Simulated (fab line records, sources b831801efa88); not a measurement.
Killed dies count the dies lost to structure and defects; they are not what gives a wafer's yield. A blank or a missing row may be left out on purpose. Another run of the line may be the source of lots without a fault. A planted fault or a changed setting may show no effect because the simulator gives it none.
A single fault, viewed from 2 desks :: flow sky130 :: numbers are kept per desk, each desk with only its own; the story behind them comes last

== AT THE TOOL OWNER'S DESK: plasma-asher-02 ==
The tool's own readings at SKY_VT_ADJUST_HVTR_STRIP_10 (strips in O2/N2): means of the sampled wafers that have a number, for each lot that ran on this tool. If a lot's mean is further than 4 standard deviations from the usual mean, the lot is out of limits and carries the mark OUT (the distance appears in the brackets).
Columns: A = drypump-motor-current-A at SKY_VT_ADJUST_HVTR_STRIP_10, usual 5.4 A; B = oes-product-au at SKY_VT_ADJUST_HVTR_STRIP_10, usual 0.715 a.u.; C = strip-time-to-endpoint-s at SKY_VT_ADJUST_HVTR_STRIP_10, usual 14.16 s
lot: L879
first seen here: day 10 15:16
A: 4.9
B: 0.717
C: 14.18

lot: L882
first seen here: day 11 15:35
A: 5.0
B: 0.715
C: 14.12

lot: L883
first seen here: day 12 09:02
A: 5.0
B: 0.714
C: 14.11

lot: L885
first seen here: day 12 20:01
A: 5.0
B: 0.739 (+5.5) OUT
C: 13.62 (-16) OUT

lot: L884
first seen here: day 12 21:49
A: 4.9
B: 0.722
C: 13.90 (-7.7) OUT

lot: L897
first seen here: day 16 09:41
A: 5.0
B: 0.715
C: 14.12
This desk's verdict: out of limits on L884, L885, starting with L885 at day 12 20:01 (oes-product-au at SKY_VT_ADJUST_HVTR_STRIP_10). Within limits: L879, L882, L883, L897.

== AT THE METROLOGY DESK ==
What the gauges read, lot by lot, whatever tool the lot ran on: means of the sampled wafers that have a number. If a lot's mean is further than 4 standard deviations from the usual mean, the lot is out of limits and carries the mark OUT (the distance appears in the brackets).
Columns: A = cd-nm at SKY_SD_N_CD_MEAS_07, usual 380.2 nm; B = LOCAL_INTERCONNECT_TIN_THK at SKY_LOCAL_INTERCONNECT_THK_MEAS_02, usual 98.5 nm
lot: L875
first seen here: day 27 21:26
A: 381.1
B: 97.1

lot: L876
first seen here: day 28 03:08
A: 375.7
B: 97.4

lot: L879
first seen here: day 28 23:03
A: 381.0
B: 97.7

lot: L880
first seen here: day 30 00:14
A: 379.1
B: 99.3

lot: L882
first seen here: day 30 11:52
A: 379.3
B: 98.0

lot: L883
first seen here: day 31 07:21
A: 381.7
B: 99.3

lot: L886
first seen here: day 31 17:28
A: 378.1
B: 100.4

lot: L885
first seen here: day 31 20:27
A: 383.5
B: 99.8

lot: L884
first seen here: day 31 20:32
A: 380.5
B: 98.9

lot: L892
first seen here: day 33 17:11
A: 377.5
B: 97.6

lot: L893
first seen here: day 33 21:04
A: 377.7
B: 99.0

lot: L896
first seen here: day 34 08:43
A: 380.5
B: 98.1

lot: L897
first seen here: day 35 02:53
A: 379.6
B: 98.5
This desk found nothing out of limits on any of the 13 lots.

== ALL TOGETHER ==
The tool owner's desk had the chance to raise an alarm at day 12 20:01 on L884, L885.
The metrology desk saw nothing out of limits.
The metrology desk holds a record of L884, L885, inside its limits.
Of the lots named, all ran SKY_VT_ADJUST_HVTR_STRIP_10 on plasma-asher-02.

== WHAT THE SIMULATOR HAD INSERTED ==
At SKY_VT_ADJUST_HVTR_STRIP_10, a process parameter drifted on plasma-asher-02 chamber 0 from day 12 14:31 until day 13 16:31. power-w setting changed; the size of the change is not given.
Lots struck among those shown: L884, L885.
Time in hours from fault onset to the first out-of-limits reading at each desk: the tool owner's desk, 6.
